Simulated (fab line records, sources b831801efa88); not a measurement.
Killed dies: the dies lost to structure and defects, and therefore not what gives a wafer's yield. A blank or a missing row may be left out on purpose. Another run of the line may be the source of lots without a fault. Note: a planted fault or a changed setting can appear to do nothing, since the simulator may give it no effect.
Which of the tools did it? -- flow sky130 -- Sampling: 6 lots, 18 wafers, 4 of 708 route steps

## WHAT THE GAUGES SHOWED, per wafer
SKY_PAD_OPEN_BOW_MEAS_13.
lot,measured,on,PAD_OPEN_BOW (um)
L912,day 45 19:49,film_metro-04,43 52 54
L914,day 46 13:50,film_metro-03,43 44 46
L916,day 46 21:16,film_metro-03,48 41 36
L918,day 47 18:53,film_metro-03,52 45 29
L923,day 48 16:01,film_metro-04,50 50 49
L926,day 49 07:06,film_metro-01,51 54 53

## WHAT TOOL EACH LOT RAN ON (gives the tool, then ch and the chambers of the sampled wafers, and finally the start)
lot,SKY_GATE_OXIDE_STRIP_13,SKY_METAL5_SPUTTER_00,SKY_PASSIVATION_CVD_02
L912,"plasma_asher-01 ch 1, day 14 00:23","pvd_sputter-01, day 42 20:53","pecvd-04 ch 0,1,2, day 43 21:18"
L914,"plasma_asher-04 ch 0,1, day 14 22:02","pvd_sputter-01, day 43 18:35","pecvd-01 ch 0,1,2, day 44 17:44"
L916,"plasma_asher-03 ch 0,1, day 15 14:24","pvd_sputter-04, day 44 01:56","pecvd-03 ch 0,2, day 45 01:03"
L918,"plasma_asher-03 ch 0,1, day 16 15:15","pvd_sputter-04, day 45 01:55","pecvd-03 ch 0,2, day 45 23:41"
L923,"plasma_asher-04 ch 0,1, day 18 02:35","pvd_sputter-02, day 46 02:03","pecvd-01 ch 1,2, day 46 23:47"
L926,"plasma_asher-01 ch 0,1, day 19 03:27","pvd_sputter-04, day 46 18:16","pecvd-03 ch 0,1,2, day 47 15:40"
- SKY_GATE_OXIDE_STRIP_13: strips in O2/N2.
- SKY_METAL5_SPUTTER_00: material Ti, target thk 15 nm, time 10 s.
- SKY_PASSIVATION_CVD_02: deposits Si3N4, target thk 540 nm.

## THE ANSWER, worked out from the rows above alone
Rule: what is usual is taken from the lots themselves. Put in order of their means at a reading, lots are off if they are a third of the lots or fewer, leave a main group of 4 or more, and stand apart from it by a gap of 3 or more times the standard deviation of the main group's means; of several such gaps the widest counts. A main group whose means are all the same, to the digits that the tables above print for the reading, isn't used. A lot without any number at a reading at which 4 lots or more have one is off too. Any other lot the step has rows for is counted as sound.
No lot is off at any reading shown: from this, nothing can be told.

## WHAT HAD BEEN PUT IN BY THE SIMULATOR
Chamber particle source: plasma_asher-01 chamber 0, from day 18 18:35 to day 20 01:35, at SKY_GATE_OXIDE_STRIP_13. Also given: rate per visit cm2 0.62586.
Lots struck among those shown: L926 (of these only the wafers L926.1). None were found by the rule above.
